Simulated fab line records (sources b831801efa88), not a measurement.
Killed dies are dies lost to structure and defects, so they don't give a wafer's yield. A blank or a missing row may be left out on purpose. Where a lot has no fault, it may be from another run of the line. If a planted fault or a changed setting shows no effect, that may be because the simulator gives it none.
2 desks, one fault || flow gf180mcu || every desk sees just its own numbers, and what lay behind them comes last

## THE METROLOGY DESK
Lot by lot, what the gauges showed, no matter which tool ran the lot: averages of those sampled wafers that carry a number. Any lot whose mean is over 4 standard deviations away from the usual mean is out of limits and marked OUT; that distance is given in the brackets.
Columns: A = cd nm at GF_M5_CD_MEAS_07, usual 279.7 nm; B = V5_OVL at GF_V5_OVL_MEAS_15, usual 2 nm
{"lot": "L422", "first seen here": "day 26 04:27", "A": 279.8, "B": 8}
{"lot": "L424", "first seen here": "day 27 02:03", "A": 280.6, "B": 1}
{"lot": "L425", "first seen here": "day 27 06:05", "A": 279.1, "B": -2}
{"lot": "L427", "first seen here": "day 27 22:58", "A": 279.9, "B": 5}
{"lot": "L429", "first seen here": "day 28 16:32", "A": 280.4, "B": 8}
{"lot": "L430", "first seen here": "day 28 19:04", "A": 277.8, "B": 3}
{"lot": "L431", "first seen here": "day 29 02:03", "A": 279.7, "B": -0}
{"lot": "L432", "first seen here": "day 29 14:50", "A": 280.5, "B": 2}
{"lot": "L433", "first seen here": "day 29 21:06", "A": 276.8, "B": 2}
{"lot": "L434", "first seen here": "day 30 01:17", "A": 277.2, "B": 9}
{"lot": "L435", "first seen here": "day 30 03:58", "A": 281.2, "B": -6}
{"lot": "L436", "first seen here": "day 30 14:56", "A": 280.7, "B": 1}
{"lot": "L442", "first seen here": "day 32 03:26", "A": 282.6, "B": -3}
{"lot": "L444", "first seen here": "day 32 13:31", "A": 277.1, "B": 5}
This desk's verdict: no lot among the 14 shows anything out of limits.

## THE TOOL OWNER'S DESK: pvd sputter-02
The tool's own readings at GF_V1_SPUTTER_21 (material Ti, target thk 15 nm, time 80.02 s): means of the sampled wafers that have a number, for each lot that ran on this tool. Any lot whose mean is over 4 standard deviations away from the usual mean is out of limits and marked OUT; that distance is given in the brackets.
Columns: A = throttle valve pct at GF_V1_SPUTTER_21, usual 29.8 %
{"lot": "L422", "first seen here": "day 18 02:26", "A": 28.9}
{"lot": "L427", "first seen here": "day 20 04:46", "A": 29.8}
{"lot": "L429", "first seen here": "day 21 01:43", "A": 29.8}
{"lot": "L430", "first seen here": "day 21 03:58", "A": 29.4}
{"lot": "L432", "first seen here": "day 22 02:31", "A": 30.8}
{"lot": "L434", "first seen here": "day 22 17:04", "A": 29.7}
{"lot": "L435", "first seen here": "day 22 20:23", "A": 31.4}
{"lot": "L436", "first seen here": "day 23 09:52", "A": 31.0}
{"lot": "L444", "first seen here": "day 25 19:59", "A": 30.7}
This desk's verdict: no lot among the 9 shows anything out of limits.

## ALL TOGETHER
From the metrology desk's view, nothing was out of limits.
Nothing out of limits was seen by the tool owner's desk.

## WHAT WAS PUT IN BY THE SIMULATOR
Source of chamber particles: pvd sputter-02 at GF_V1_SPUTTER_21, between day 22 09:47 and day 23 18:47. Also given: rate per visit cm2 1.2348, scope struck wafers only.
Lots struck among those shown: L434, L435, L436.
